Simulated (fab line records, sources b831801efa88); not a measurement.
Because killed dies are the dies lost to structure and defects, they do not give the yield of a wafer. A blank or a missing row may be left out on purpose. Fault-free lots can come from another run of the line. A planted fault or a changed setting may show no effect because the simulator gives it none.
What tool caused it? :: flow sky130 :: Sampling: 24 lots, 72 wafers, 6 of 708 route steps

WHAT THE GAUGES READ, wafer by wafer
SKY_POLY_CUT_OVL_MEAS_09.
lot: L074
measured: day 23 21:54
on: overlay-01
POLY_CUT_OVL (nm): -2 6 0

lot: L075
measured: day 24 19:36
on: overlay-02
POLY_CUT_OVL (nm): 4 12 6

lot: L076
measured: day 24 23:45
on: overlay-02
POLY_CUT_OVL (nm): 5 1 5

lot: L077
measured: day 25 05:15
on: overlay-01
POLY_CUT_OVL (nm): 3 11 5

lot: L078
measured: day 25 14:11
on: overlay-02
POLY_CUT_OVL (nm): -3 2 -2

lot: L079
measured: day 26 02:39
on: overlay-02
POLY_CUT_OVL (nm): 1 3 -5

lot: L080
measured: day 26 07:55
on: overlay-02
POLY_CUT_OVL (nm): 5 9 9

lot: L081
measured: day 27 00:47
on: overlay-01
POLY_CUT_OVL (nm): -1 -4 0

lot: L082
measured: day 27 07:48
on: overlay-01
POLY_CUT_OVL (nm): 2 3 0

lot: L083
measured: day 27 10:17
on: overlay-02
POLY_CUT_OVL (nm): -4 0 2

lot: L084
measured: day 27 19:33
on: overlay-01
POLY_CUT_OVL (nm): -1 6 -3

lot: L086
measured: day 28 09:04
on: overlay-02
POLY_CUT_OVL (nm): 4 6 0

lot: L085
measured: day 28 11:55
on: overlay-01
POLY_CUT_OVL (nm): 7 -2 3

lot: L087
measured: day 28 22:51
on: overlay-01
POLY_CUT_OVL (nm): 2 4 8

lot: L088
measured: day 29 07:02
on: overlay-01
POLY_CUT_OVL (nm): 2 3 6

lot: L089
measured: day 29 21:53
on: overlay-01
POLY_CUT_OVL (nm): 7 3 1

lot: L090
measured: day 30 00:47
on: overlay-02
POLY_CUT_OVL (nm): 3 -3 -3

lot: L091
measured: day 30 15:52
on: overlay-01
POLY_CUT_OVL (nm): 9 9 10

lot: L092
measured: day 30 16:48
on: overlay-02
POLY_CUT_OVL (nm): 5 6 -2

lot: L093
measured: day 30 19:44
on: overlay-02
POLY_CUT_OVL (nm): 3 5 -2

lot: L094
measured: day 32 00:08
on: overlay-02
POLY_CUT_OVL (nm): 2 0 5

lot: L097
measured: day 32 14:41
on: overlay-02
POLY_CUT_OVL (nm): 6 1 7

lot: L096
measured: day 32 18:20
on: overlay-01
POLY_CUT_OVL (nm): 3 -3 1

lot: L095
measured: day 32 19:18
on: overlay-02
POLY_CUT_OVL (nm): -2 -1 1

SKY_CONTACT_THK_MEAS_01.
lot: L074
measured: day 30 04:11
on: filmMetro-02
CONTACT_CVD_00_THK (nm): 74.8 75.9 76.2

lot: L075
measured: day 30 23:22
on: filmMetro-03
CONTACT_CVD_00_THK (nm): 74.8 76.0 77.5

lot: L076
measured: day 31 03:10
on: filmMetro-04
CONTACT_CVD_00_THK (nm): 74.1 76.1 76.9

lot: L077
measured: day 31 08:04
on: filmMetro-04
CONTACT_CVD_00_THK (nm): 74.9 76.3 75.2

lot: L078
measured: day 31 16:52
on: filmMetro-04
CONTACT_CVD_00_THK (nm): 76.1 75.7 76.6

lot: L079
measured: day 32 04:31
on: filmMetro-02
CONTACT_CVD_00_THK (nm): 75.7 75.0 75.4

lot: L080
measured: day 32 09:18
on: filmMetro-04
CONTACT_CVD_00_THK (nm): 74.4 74.1 75.6

lot: L081
measured: day 33 00:47
on: filmMetro-03
CONTACT_CVD_00_THK (nm): 74.3 75.1 74.8

lot: L082
measured: day 33 07:23
on: filmMetro-04
CONTACT_CVD_00_THK (nm): 74.8 76.0 75.8

lot: L083
measured: day 33 19:21
on: filmMetro-02
CONTACT_CVD_00_THK (nm): 75.3 77.2 75.0

lot: L084
measured: day 33 19:42
on: filmMetro-02
CONTACT_CVD_00_THK (nm): 75.7 74.8 76.0

lot: L086
measured: day 34 06:25
on: filmMetro-02
CONTACT_CVD_00_THK (nm): 74.7 73.0 75.4

lot: L085
measured: day 34 09:14
on: filmMetro-02
CONTACT_CVD_00_THK (nm): 73.9 72.0 76.2

lot: L087
measured: day 34 19:28
on: filmMetro-02
CONTACT_CVD_00_THK (nm): 76.4 75.7 77.2

lot: L088
measured: day 35 02:29
on: filmMetro-02
CONTACT_CVD_00_THK (nm): 75.2 75.3 75.4

lot: L089
measured: day 35 16:36
on: filmMetro-03
CONTACT_CVD_00_THK (nm): 74.6 75.6 76.5

lot: L090
measured: day 35 17:47
on: filmMetro-03
CONTACT_CVD_00_THK (nm): 75.1 77.1 75.3

lot: L091
measured: day 36 09:31
on: filmMetro-02
CONTACT_CVD_00_THK (nm): 77.3 77.2 76.9

lot: L092
measured: day 36 10:52
on: filmMetro-03
CONTACT_CVD_00_THK (nm): 75.3 75.0 76.6

lot: L093
measured: day 36 13:02
on: filmMetro-04
CONTACT_CVD_00_THK (nm): 74.0 75.1 76.0

lot: L094
measured: day 37 17:55
on: filmMetro-04
CONTACT_CVD_00_THK (nm): 75.3 75.2 77.9

lot: L097
measured: day 38 04:59
on: filmMetro-02
CONTACT_CVD_00_THK (nm): 73.6 74.8 75.6

lot: L096
measured: day 38 08:42
on: filmMetro-02
CONTACT_CVD_00_THK (nm): 76.6 76.4 77.1

lot: L095
measured: day 38 11:04
on: filmMetro-04
CONTACT_CVD_00_THK (nm): 74.0 74.5 76.1

SKY_CONTACT_BOW_MEAS_05.
lot: L074
measured: day 30 04:40
on: filmMetro-02
CONTACT_BOW (um): 88 80 81

lot: L075
measured: day 30 23:51
on: filmMetro-02
CONTACT_BOW (um): 79 87 86

lot: L076
measured: day 31 03:39
on: filmMetro-03
CONTACT_BOW (um): 78 90 82

lot: L077
measured: day 31 08:34
on: filmMetro-03
CONTACT_BOW (um): 86 71 70

lot: L078
measured: day 31 17:22
on: filmMetro-02
CONTACT_BOW (um): 77 87 94

lot: L079
measured: day 32 05:16
on: filmMetro-04
CONTACT_BOW (um): 72 82 73

lot: L080
measured: day 32 09:49
on: filmMetro-02
CONTACT_BOW (um): 92 90 86

lot: L081
measured: day 33 01:20
on: filmMetro-04
CONTACT_BOW (um): 80 90 98

lot: L082
measured: day 33 07:53
on: filmMetro-02
CONTACT_BOW (um): 85 76 70

lot: L083
measured: day 33 19:52
on: filmMetro-03
CONTACT_BOW (um): 88 83 77

lot: L084
measured: day 33 20:11
on: filmMetro-04
CONTACT_BOW (um): 94 94 67

lot: L086
measured: day 34 06:54
on: filmMetro-02
CONTACT_BOW (um): 83 89 76

lot: L085
measured: day 34 09:43
on: filmMetro-03
CONTACT_BOW (um): 84 68 81

lot: L087
measured: day 34 19:58
on: filmMetro-04
CONTACT_BOW (um): 80 90 88

lot: L088
measured: day 35 03:00
on: filmMetro-02
CONTACT_BOW (um): 85 72 73

lot: L089
measured: day 35 17:05
on: filmMetro-03
CONTACT_BOW (um): 75 90 88

lot: L090
measured: day 35 18:18
on: filmMetro-03
CONTACT_BOW (um): 81 77 92

lot: L091
measured: day 36 10:02
on: filmMetro-02
CONTACT_BOW (um): 80 74 88

lot: L092
measured: day 36 11:22
on: filmMetro-02
CONTACT_BOW (um): 76 81 85

lot: L093
measured: day 36 13:38
on: filmMetro-03
CONTACT_BOW (um): 91 79 90

lot: L094
measured: day 37 18:25
on: filmMetro-02
CONTACT_BOW (um): 71 93 96

lot: L097
measured: day 38 05:29
on: filmMetro-02
CONTACT_BOW (um): 75 84 86

lot: L096
measured: day 38 09:11
on: filmMetro-04
CONTACT_BOW (um): 93 86 87

lot: L095
measured: day 38 11:35
on: filmMetro-03
CONTACT_BOW (um): 77 86 72

SKY_METAL4_CD_MEAS_13 targets a cd of 300 nm.
lot: L074
measured: day 41 15:04
on: cdSem-01
cdNm (nm): 300.8 300.3 301.1

lot: L075
measured: day 42 04:45
on: cdSem-02
cdNm (nm): 300.1 299.0 299.0

lot: L076
measured: day 42 09:25
on: cdSem-02
cdNm (nm): 299.8 298.2 299.0

lot: L077
measured: day 42 13:38
on: cdSem-01
cdNm (nm): 304.4 304.1 304.9

lot: L078
measured: day 42 19:59
on: cdSem-01
cdNm (nm): 300.6 300.3 300.9

lot: L079
measured: day 43 06:55
on: cdSem-01
cdNm (nm): 302.0 302.3 300.3

lot: L080
measured: day 43 09:53
on: cdSem-01
cdNm (nm): 297.1 297.6 298.5

lot: L081
measured: day 44 00:13
on: cdSem-02
cdNm (nm): 301.4 302.7 301.4

lot: L082
measured: day 44 06:05
on: cdSem-02
cdNm (nm): 298.1 298.2 300.3

lot: L083
measured: day 44 16:22
on: cdSem-01
cdNm (nm): 298.6 298.4 297.7

lot: L084
measured: day 44 17:02
on: cdSem-01
cdNm (nm): 297.6 299.4 298.8

lot: L086
measured: day 45 02:06
on: cdSem-02
cdNm (nm): 301.7 302.6 302.6

lot: L085
measured: day 45 02:17
on: cdSem-02
cdNm (nm): 301.9 301.4 301.7

lot: L087
measured: day 45 12:20
on: cdSem-01
cdNm (nm): 301.2 300.0 300.2

lot: L088
measured: day 45 17:07
on: cdSem-01
cdNm (nm): 301.5 300.9 301.5

lot: L089
measured: day 46 06:02
on: cdSem-02
cdNm (nm): 297.7 298.4 298.7

lot: L090
measured: day 46 06:25
on: cdSem-01
cdNm (nm): 297.9 298.5 298.8

lot: L091
measured: day 46 17:56
on: cdSem-01
cdNm (nm): 298.1 298.2 297.6

lot: L092
measured: day 46 18:55
on: cdSem-02
cdNm (nm): 296.8 297.0 297.2

lot: L093
measured: day 46 20:54
on: cdSem-01
cdNm (nm): 299.9 299.3 299.5

lot: L094
measured: day 47 17:33
on: cdSem-02
cdNm (nm): 297.6 297.3 299.3

lot: L097
measured: day 48 04:38
on: cdSem-02
cdNm (nm): 297.5 298.4 299.6

lot: L096
measured: day 48 07:33
on: cdSem-02
cdNm (nm): 300.6 302.2 302.2

lot: L095
measured: day 48 11:09
on: cdSem-02
cdNm (nm): 296.0 295.7 295.0

SKY_VIA4_BOW_MEAS_03.
lot: L074
measured: day 41 16:43
on: filmMetro-03
VIA4_BOW (um): 90 82 85

lot: L075
measured: day 42 06:22
on: filmMetro-02
VIA4_BOW (um): 77 84 83

lot: L076
measured: day 42 11:01
on: filmMetro-04
VIA4_BOW (um): 76 88 80

lot: L077
measured: day 42 15:15
on: filmMetro-03
VIA4_BOW (um): 81 66 65

lot: L078
measured: day 42 21:40
on: filmMetro-03
VIA4_BOW (um): 76 87 92

lot: L079
measured: day 43 08:32
on: filmMetro-03
VIA4_BOW (um): 73 84 72

lot: L080
measured: day 43 11:33
on: filmMetro-04
VIA4_BOW (um): 85 81 78

lot: L081
measured: day 44 01:51
on: filmMetro-03
VIA4_BOW (um): 80 89 99

lot: L082
measured: day 44 07:44
on: filmMetro-03
VIA4_BOW (um): 85 77 69

lot: L083
measured: day 44 18:05
on: filmMetro-04
VIA4_BOW (um): 89 85 77

lot: L084
measured: day 44 19:10
on: filmMetro-04
VIA4_BOW (um): 96 98 69

lot: L086
measured: day 45 03:43
on: filmMetro-02
VIA4_BOW (um): 74 79 69

lot: L085
measured: day 45 04:02
on: filmMetro-02
VIA4_BOW (um): 82 65 76

lot: L087
measured: day 45 13:58
on: filmMetro-02
VIA4_BOW (um): 74 84 81

lot: L088
measured: day 45 18:44
on: filmMetro-04
VIA4_BOW (um): 81 67 70

lot: L089
measured: day 46 07:49
on: filmMetro-04
VIA4_BOW (um): 77 91 90

lot: L090
measured: day 46 08:04
on: filmMetro-02
VIA4_BOW (um): 79 74 88

lot: L091
measured: day 46 19:34
on: filmMetro-03
VIA4_BOW (um): 73 67 83

lot: L092
measured: day 46 20:39
on: filmMetro-03
VIA4_BOW (um): 68 71 76

lot: L093
measured: day 46 22:31
on: filmMetro-03
VIA4_BOW (um): 86 72 85

lot: L094
measured: day 47 19:11
on: filmMetro-02
VIA4_BOW (um): 62 83 86

lot: L097
measured: day 48 06:15
on: filmMetro-03
VIA4_BOW (um): 72 82 84

lot: L096
measured: day 48 09:10
on: filmMetro-04
VIA4_BOW (um): 88 81 82

lot: L095
measured: day 48 12:48
on: filmMetro-03
VIA4_BOW (um): 78 84 73

TOOL THAT RAN EACH LOT (tool first, then ch and the chambers of the sampled wafers, then the start)
lot: L074
SKY_METAL2_ETCH_18: rieMetal-01 ch 0,1, day 34 22:23

lot: L075
SKY_METAL2_ETCH_18: rieMetal-01 ch 1, day 35 15:31

lot: L076
SKY_METAL2_ETCH_18: rieMetal-04 ch 0,1, day 35 18:58

lot: L077
SKY_METAL2_ETCH_18: rieMetal-01 ch 0,1, day 36 00:27

lot: L078
SKY_METAL2_ETCH_18: rieMetal-02 ch 0,1, day 36 08:18

lot: L079
SKY_METAL2_ETCH_18: rieMetal-02 ch 0,1, day 36 19:52

lot: L080
SKY_METAL2_ETCH_18: rieMetal-01 ch 1, day 37 00:20

lot: L081
SKY_METAL2_ETCH_18: rieMetal-04 ch 0,1, day 37 15:25

lot: L082
SKY_METAL2_ETCH_18: rieMetal-04 ch 0,1, day 37 21:44

lot: L083
SKY_METAL2_ETCH_18: rieMetal-01 ch 0,1, day 38 08:47

lot: L084
SKY_METAL2_ETCH_18: rieMetal-02 ch 0, day 38 10:02

lot: L086
SKY_METAL2_ETCH_18: rieMetal-04 ch 0,1, day 38 20:32

lot: L085
SKY_METAL2_ETCH_18: rieMetal-02 ch 0,1, day 38 21:13

lot: L087
SKY_METAL2_ETCH_18: rieMetal-04 ch 0,1, day 39 07:55

lot: L088
SKY_METAL2_ETCH_18: rieMetal-01 ch 0,1, day 39 14:17

lot: L089
SKY_METAL2_ETCH_18: rieMetal-01 ch 0, day 40 04:31

lot: L090
SKY_METAL2_ETCH_18: rieMetal-04 ch 0, day 40 05:57

lot: L091
SKY_METAL2_ETCH_18: rieMetal-02 ch 0,1, day 40 19:22

lot: L092
SKY_METAL2_ETCH_18: rieMetal-01 ch 0,1, day 40 21:37

lot: L093
SKY_METAL2_ETCH_18: rieMetal-02 ch 0,1, day 40 22:33

lot: L094
SKY_METAL2_ETCH_18: rieMetal-01 ch 0,1, day 42 02:25

lot: L097
SKY_METAL2_ETCH_18: rieMetal-01 ch 0,1, day 42 12:57

lot: L096
SKY_METAL2_ETCH_18: rieMetal-02 ch 0,1, day 42 16:03

lot: L095
SKY_METAL2_ETCH_18: rieMetal-01 ch 0,1, day 42 20:12
- SKY_METAL2_ETCH_18: etches BARC in N2/H2, stops on SiO2, time 45.9 s, target depth 60 nm.

WHAT THE TOOLS THEMSELVES READ (means of the sampled wafers that have a number; where no wafer has one, the mark that the record gives instead)
SKY_METAL2_ETCH_18.
lot: L074
tool: rieMetal-01
drypumpMotorCurrentA (A): 6.1
n2FlowSccm (sccm): 99.72
oesProductAu (a.u.): 0.852
throttleValvePct (%): 13.223

lot: L075
tool: rieMetal-01
drypumpMotorCurrentA (A): 6.5
n2FlowSccm (sccm): 99.86
oesProductAu (a.u.): 0.857
throttleValvePct (%): 13.228

lot: L076
tool: rieMetal-04
drypumpMotorCurrentA (A): 5.7
n2FlowSccm (sccm): 100.36
oesProductAu (a.u.): 0.858
throttleValvePct (%): 13.227

lot: L077
tool: rieMetal-01
drypumpMotorCurrentA (A): 5.6
n2FlowSccm (sccm): 99.76
oesProductAu (a.u.): 0.857
throttleValvePct (%): 13.223

lot: L078
tool: rieMetal-02
drypumpMotorCurrentA (A): 6.0
n2FlowSccm (sccm): 99.96
oesProductAu (a.u.): 0.860
throttleValvePct (%): 13.225

lot: L079
tool: rieMetal-02
drypumpMotorCurrentA (A): 6.0
n2FlowSccm (sccm): 100.12
oesProductAu (a.u.): 0.856
throttleValvePct (%): 13.219

lot: L080
tool: rieMetal-01
drypumpMotorCurrentA (A): 6.5
n2FlowSccm (sccm): 100.23
oesProductAu (a.u.): 0.856
throttleValvePct (%): 13.223

lot: L081
tool: rieMetal-04
drypumpMotorCurrentA (A): 5.9
n2FlowSccm (sccm): 99.96
oesProductAu (a.u.): 0.852
throttleValvePct (%): 13.224

lot: L082
tool: rieMetal-04
drypumpMotorCurrentA (A): 5.7
n2FlowSccm (sccm): 99.97
oesProductAu (a.u.): 0.858
throttleValvePct (%): 13.225

lot: L083
tool: rieMetal-01
drypumpMotorCurrentA (A): 5.6
n2FlowSccm (sccm): 99.84
oesProductAu (a.u.): 0.856
throttleValvePct (%): 13.221

lot: L084
tool: rieMetal-02
drypumpMotorCurrentA (A): 5.9
n2FlowSccm (sccm): 100.11
oesProductAu (a.u.): 0.854
throttleValvePct (%): 13.222

lot: L086
tool: rieMetal-04
drypumpMotorCurrentA (A): 5.9
n2FlowSccm (sccm): 99.76
oesProductAu (a.u.): 0.857
throttleValvePct (%): 13.229

lot: L085
tool: rieMetal-02
drypumpMotorCurrentA (A): 6.0
n2FlowSccm (sccm): 100.23
oesProductAu (a.u.): 0.856
throttleValvePct (%): 13.225

lot: L087
tool: rieMetal-04
drypumpMotorCurrentA (A): 5.9
n2FlowSccm (sccm): 100.04
oesProductAu (a.u.): 0.858
throttleValvePct (%): 13.224

lot: L088
tool: rieMetal-01
drypumpMotorCurrentA (A): 5.6
n2FlowSccm (sccm): 100.05
oesProductAu (a.u.): 0.852
throttleValvePct (%): 13.240

lot: L089
tool: rieMetal-01
drypumpMotorCurrentA (A): 5.2
n2FlowSccm (sccm): 100.09
oesProductAu (a.u.): 0.853
throttleValvePct (%): 13.221

lot: L090
tool: rieMetal-04
drypumpMotorCurrentA (A): 6.1
n2FlowSccm (sccm): 99.70
oesProductAu (a.u.): 0.853
throttleValvePct (%): 13.231

lot: L091
tool: rieMetal-02
drypumpMotorCurrentA (A): 6.0
n2FlowSccm (sccm): 99.82
oesProductAu (a.u.): 0.848
throttleValvePct (%): 13.216

lot: L092
tool: rieMetal-01
drypumpMotorCurrentA (A): 6.1
n2FlowSccm (sccm): 100.15
oesProductAu (a.u.): 0.858
throttleValvePct (%): 13.228

lot: L093
tool: rieMetal-02
drypumpMotorCurrentA (A): 6.0
n2FlowSccm (sccm): 99.68
oesProductAu (a.u.): 0.853
throttleValvePct (%): 13.233

lot: L094
tool: rieMetal-01
drypumpMotorCurrentA (A): 5.6
n2FlowSccm (sccm): 100.20
oesProductAu (a.u.): 0.854
throttleValvePct (%): 13.224

lot: L097
tool: rieMetal-01
drypumpMotorCurrentA (A): 5.6
n2FlowSccm (sccm): 100.30
oesProductAu (a.u.): 0.854
throttleValvePct (%): 13.231

lot: L096
tool: rieMetal-02
drypumpMotorCurrentA (A): 6.0
n2FlowSccm (sccm): 100.18
oesProductAu (a.u.): 0.853
throttleValvePct (%): 13.228

lot: L095
tool: rieMetal-01
drypumpMotorCurrentA (A): 5.6
n2FlowSccm (sccm): 100.05
oesProductAu (a.u.): 0.856
throttleValvePct (%): 13.224

THE ANSWER, worked out from the rows above alone
Rule: usual is defined by the lots themselves. The widest of any qualifying gaps counts: lots, ordered by their means at a reading, are off when they make up no more than a third of the lots, leave a main group of 4 or more, and stand apart from it by 3 or more times the standard deviation of that group's means. The tables above print the reading to a certain number of digits; a main group whose means all agree to those digits is not used. A lot without any number at a reading at which 4 lots or more have one is off too. All remaining lots with rows at the step are treated as sound. First the gauges in route order, then the tools' own readings, where a lot's mean is used as printed above. At the first step where some lot is off, the reading lying furthest off is the one used; lots without a number count as furthest.
Across all readings shown, no lot is off: no conclusion can be drawn from this.

WHAT WAS PUT IN BY THE SIMULATOR
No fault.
